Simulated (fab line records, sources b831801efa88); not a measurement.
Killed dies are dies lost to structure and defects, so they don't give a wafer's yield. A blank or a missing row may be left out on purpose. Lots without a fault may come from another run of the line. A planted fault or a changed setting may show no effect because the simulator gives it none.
Which tool did it? | flow gf180mcu | 13 lots, 39 wafers sampled, at 5 steps of a route of 602

WHAT THE GAUGES READ, wafer by wafer
GF_STI_THK_MEAS_24. Usual: STI_CVD_23_THK 652 nm, standard deviation 6.5.
lot  | measured    | on            | STI_CVD_23_THK (nm) | flag
L474 | day 2 14:01 | film_metro-03 | 647 647 649         |
L475 | day 2 18:47 | film_metro-01 | 659 659 656         |
L476 | day 3 00:19 | film_metro-02 | 648 650 661         |
L478 | day 3 10:00 | film_metro-02 | 648 644 646         |
L480 | day 3 19:58 | film_metro-03 | 650 652 649         |
L481 | day 4 02:13 | film_metro-03 | 653 644 653         |
L482 | day 4 06:11 | film_metro-03 | 654 652 653         |
L483 | day 4 11:56 | film_metro-01 | 635 652 634         |
L484 | day 4 18:26 | film_metro-03 | 644 648 659         |
L487 | day 5 09:37 | film_metro-02 | 662 648 656         |
L489 | day 5 18:40 | film_metro-02 | 658 665 661         |
L490 | day 5 23:55 | film_metro-02 | 647 646 644         |
L491 | day 6 06:09 | film_metro-01 | 651 653 648         |

GF_VT_IMPLANT_TW_MEAS_10. Usual: VT_IMPLANT_TW 562, standard deviation 4.4.
lot  | measured     | on            | VT_IMPLANT_TW  | flag
L474 | day 6 03:04  | film_metro-01 | 566 565 566    |
L475 | day 6 07:49  | film_metro-01 | 562 564 565    |
L476 | day 6 15:28  | film_metro-01 | 564 565 565    |
L478 | day 7 02:49  | film_metro-04 | 555 556 553    |
L480 | day 7 15:56  | film_metro-01 | 564 563 562    |
L481 | day 8 00:40  | film_metro-02 | 558 559 558    |
L482 | day 8 04:20  | film_metro-04 | 554 557 552    |
L483 | day 8 10:20  | film_metro-02 | 561 560 557    |
L484 | day 8 18:10  | film_metro-02 | 559 560 560    |
L487 | day 9 11:59  | film_metro-01 | 567 569 562    |
L489 | day 10 00:58 | film_metro-04 | 558 559 560    |
L490 | day 10 05:46 | film_metro-04 | 1002 1003 998  | OFF
L491 | day 10 12:34 | film_metro-01 | 1030 1026 1023 | OFF

GF_M2_RS_MEAS_05: measures by four-point-probe. Usual: M2_ALCU_RS 0.0696 ohm/sq, standard deviation 0.00079.
lot  | measured     | on            | M2_ALCU_RS (ohm/sq)  | flag
L474 | day 18 21:21 | film_metro-02 | 0.0704 0.0712 0.0682 |
L475 | day 19 06:59 | film_metro-02 | 0.0702 0.0689 0.0695 |
L476 | day 19 15:44 | film_metro-03 | 0.0701 0.0684 0.0706 |
L478 | day 20 11:41 | film_metro-03 | 0.0702 0.0695 0.0694 |
L480 | day 21 07:25 | film_metro-02 | 0.0703 0.0704 0.0701 |
L481 | day 21 18:29 | film_metro-04 | 0.0685 0.0689 0.0684 |
L482 | day 22 00:02 | film_metro-02 | 0.0685 0.0700 0.0704 |
L483 | day 22 07:35 | film_metro-03 | 0.0696 0.0694 0.0702 |
L484 | day 22 18:54 | film_metro-04 | 0.0706 0.0699 0.0694 |
L487 | day 23 19:42 | film_metro-02 | 0.0695 0.0699 0.0700 |
L489 | day 24 12:24 | film_metro-02 | 0.0700 0.0691 0.0691 |
L490 | day 24 17:43 | film_metro-03 | 0.0699 0.0695 0.0699 |
L491 | day 25 02:13 | film_metro-03 | 0.0690 0.0684 0.0687 |

WHICH TOOL RAN EACH LOT (tool, then ch and the chambers of the sampled wafers, then the start)
lot  | GF_VT_IMPLANT_IMPLANT_08        | GF_M2_SPUTTER_04
L474 | implanter-02 ch 0, day 6 02:49  | pvd_sputter-04, day 18 21:19
L475 | implanter-04 ch 0, day 6 07:34  | pvd_sputter-04, day 19 06:57
L476 | implanter-04 ch 0, day 6 15:13  | pvd_sputter-04, day 19 15:41
L478 | implanter-02 ch 0, day 7 02:34  | pvd_sputter-02, day 20 11:38
L480 | implanter-03 ch 0, day 7 15:44  | pvd_sputter-04, day 21 07:19
L481 | implanter-04 ch 0, day 8 00:26  | pvd_sputter-02, day 21 18:25
L482 | implanter-04 ch 0, day 8 04:07  | pvd_sputter-04, day 21 23:58
L483 | implanter-04 ch 0, day 8 10:07  | pvd_sputter-03, day 22 07:31
L484 | implanter-02 ch 0, day 8 17:55  | pvd_sputter-03, day 22 18:52
L487 | implanter-02 ch 0, day 9 11:37  | pvd_sputter-02, day 23 19:40
L489 | implanter-04 ch 0, day 10 00:43 | pvd_sputter-02, day 24 12:22
L490 | implanter-02 ch 0, day 10 05:32 | pvd_sputter-02, day 24 17:40
L491 | implanter-02 ch 0, day 10 12:19 | pvd_sputter-02, day 25 02:10
- GF_VT_IMPLANT_IMPLANT_08
- GF_M2_SPUTTER_04: material TiN, target thk 50 nm, time 41.7 s.

WHAT THE TOOLS THEMSELVES READ (means of the sampled wafers that have a number; where no wafer has one, the mark that the record gives instead)
GF_VT_IMPLANT_IMPLANT_08. Usual: dose_ions_cm2 8.29e+12, standard deviation 8.4e+09; faraday_current_uA 46.8, standard deviation 0.94.
lot  | tool         | dose_ions_cm2 | faraday_current_uA | flag
L474 | implanter-02 | 8.29e+12      | 45.6               |
L475 | implanter-04 | 8.30e+12      | 46.9               |
L476 | implanter-04 | 8.28e+12      | 47.2               |
L478 | implanter-02 | 8.30e+12      | 47.0               |
L480 | implanter-03 | 8.29e+12      | 46.2               |
L481 | implanter-04 | 8.29e+12      | 47.2               |
L482 | implanter-04 | 8.28e+12      | 47.8               |
L483 | implanter-04 | 8.28e+12      | 46.4               |
L484 | implanter-02 | 8.29e+12      | 47.2               |
L487 | implanter-02 | 8.29e+12      | 46.2               |
L489 | implanter-04 | 8.30e+12      | 47.4               |
L490 | implanter-02 | 5.33e+13      | 298.7              | OFF
L491 | implanter-02 | 5.33e+13      | 295.3              | OFF

GF_M2_SPUTTER_04. Usual: throttle_valve_pct 30.1 %, standard deviation 1.
lot  | tool           | throttle_valve_pct (%) | flag
L474 | pvd_sputter-04 | 30.3                   |
L475 | pvd_sputter-04 | 31.2                   |
L476 | pvd_sputter-04 | 31.0                   |
L478 | pvd_sputter-02 | 30.8                   |
L480 | pvd_sputter-04 | 30.8                   |
L481 | pvd_sputter-02 | 31.0                   |
L482 | pvd_sputter-04 | 29.5                   |
L483 | pvd_sputter-03 | 29.3                   |
L484 | pvd_sputter-03 | 30.1                   |
L487 | pvd_sputter-02 | 30.5                   |
L489 | pvd_sputter-02 | 30.7                   |
L490 | pvd_sputter-02 | 30.5                   |
L491 | pvd_sputter-02 | 30.3                   |

THE ANSWER, worked out from the rows above alone
Rule: a lot is off if the mean of its wafers that have a number lies more than 3 standard deviations from the usual mean. A lot without any number at a reading at which 4 lots or more have one is off too. The other lots that the step has rows for count as sound. The gauges are gone through in route order, then the tools' own readings, and for those a lot's mean is taken as printed above. The first step at which some lot is off is used, and at that step the reading that is off furthest; a lot without a number counts as furthest.
Off: L490, L491, at GF_VT_IMPLANT_TW_MEAS_10 (VT_IMPLANT_TW).
A tool fits if, at a process step before that reading, it ran every lot that is off, and no sound lot after the first of them. The gauges at GF_VT_IMPLANT_TW_MEAS_10 aren't tried: what is off there is off at GF_VT_IMPLANT_IMPLANT_08 too, on other tools, and a gauge's error can't cause that. One fits: implanter-02 at GF_VT_IMPLANT_IMPLANT_08. Its last sound lot is L487 (day 9 11:37), its first lot that is off L490 (day 10 05:32): a fault that began between those two fits.
The tool's own readings at GF_VT_IMPLANT_IMPLANT_08 bear it out: on the lots that are off they differ by more than 5 times the standard deviation of the sound lots' means. dose_ions_cm2 reads 5.33e+13 there against 8.29e+12 on the sound lots; faraday_current_uA reads 297.0 there against 46.8 on the sound lots.

WHAT THE SIMULATOR HAD PUT IN
Process parameter drift: implanter-02, from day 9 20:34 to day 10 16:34, at GF_VT_IMPLANT_IMPLANT_08. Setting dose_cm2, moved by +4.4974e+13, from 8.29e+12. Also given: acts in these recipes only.
Lots struck among those shown: L490, L491. The rule above found the same.
